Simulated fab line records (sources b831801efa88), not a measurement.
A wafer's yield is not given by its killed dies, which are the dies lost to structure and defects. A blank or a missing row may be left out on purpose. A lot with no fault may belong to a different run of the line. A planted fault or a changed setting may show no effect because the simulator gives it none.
Split-lot experiment -- flow sky130 -- on a route of 708 steps: 5 lots, 23 wafers read

== THE SPLIT ==
At SKY_VT_ADJUST_PCH_IMPLANT_08, the setting energy kev was moved away from the recipe's 10 on 10 of the 23 wafers read, by -5.9% to +5.2%. The other wafers ran this setting at the recipe's value.

The split's own step is where the reading is taken.

== THE READING ==
implant.drp nm (the simulator's own value, which no gauge read), in nm, at SKY_VT_ADJUST_PCH_IMPLANT_08. The file gives no usual value for it.

wafer,"tool, chamber at the split",energy kev as run,against the recipe,"implant.drp nm, nm",against lot-mates on the recipe
L077.1,"implanter-01, 0",10.52,+5.2%,17.73,+0.62
L077.3,"implanter-01, 0",10.52,+5.2%,17.73,+0.62
L077.2,"implanter-01, 0",10,recipe,17.11,-
L077.5,"implanter-01, 0",10,recipe,17.11,-
L077.6,"implanter-01, 0",10,recipe,17.11,-
L079.1,"implanter-01, 0",10,recipe,17.11,-
L079.4,"implanter-01, 0",10,recipe,17.11,-
L079.2,"implanter-01, 0",9.407,-5.9%,16.4,-0.71
L079.3,"implanter-01, 0",9.407,-5.9%,16.4,-0.71
L079.6,"implanter-01, 0",9.407,-5.9%,16.4,-0.71
L080.1,"implanter-04, 0",10.37,+3.7%,17.55,+0.44
L080.2,"implanter-04, 0",10.37,+3.7%,17.55,+0.44
L080.4,"implanter-04, 0",10,recipe,17.11,-
L080.5,"implanter-04, 0",10,recipe,17.11,-
L080.6,"implanter-04, 0",10,recipe,17.11,-
L084.1,"implanter-01, 0",10,recipe,17.11,-
L084.6,"implanter-01, 0",10,recipe,17.11,-
L084.3,"implanter-01, 0",9.54,-4.6%,16.56,-0.55
L084.4,"implanter-01, 0",9.54,-4.6%,16.56,-0.55
L084.5,"implanter-01, 0",9.54,-4.6%,16.56,-0.55
L085.3,"implanter-01, 0",10,recipe,17.11,-
L085.4,"implanter-01, 0",10,recipe,17.11,-
L085.5,"implanter-01, 0",10,recipe,17.11,-

THE FIT
A straight line over all 23 wafers: implant.drp nm changes by +0.119 nm for each +1% of energy kev; r = +1.00; the points scatter about the line by 0.00077 nm.
The same after taking each lot's own level away (the mean of its wafers on the recipe; 23 wafers): +0.119 nm for each +1%; r = +1.00; scatter 0.00077 nm.
The reading moves by 0.71 nm for the largest change in energy kev, on that fit.
The lots' own levels span 17.110 to 17.110 nm.
So the lot-to-lot level changes the slope little: the two slopes agree.
Check: with one of the wafers moved furthest among these (-5.9%) left out of the fit, the line predicts -0.709 nm for it against its lot-mates. Against them it came out at -0.71 nm.

== OTHER SPLITS APPLIED TO THESE WAFERS ==
Before the reading, these wafers also passed through other splits. Each is held against what the fit with the lots' levels taken away leaves over:
other split on the same wafers,wafers away from the commonest value,r with implant.drp nm (lot level and that fit taken away)
SKY_VT_ADJUST_LVTN_DEVELOP_17 dev temp c,9,+0.08
SKY_VT_ADJUST_NCORE_DEVELOP_06 dev temp c,11,-0.01
SKY_VT_ADJUST_HVTR_STRIP_10 power w,8,+0.22

== THE WHOLE CHAIN: every reading that the file lists as answering this split, in the file's order ==
step,what it does,reading,change (the file's fit),r (the file's)
SKY_VT_ADJUST_PCH_IMPLANT_08,,"implant.rp nm (the simulator's own value, which no gauge read)",+0.296 nm for each +1% of the setting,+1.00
SKY_VT_ADJUST_PCH_IMPLANT_08,,"implant.drp nm (the simulator's own value, which no gauge read)",+0.12 nm for each +1% of the setting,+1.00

== THE FILE'S OWN FIT ==
implant.drp nm changes by +0.12 nm for each +1% of energy kev, r = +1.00.
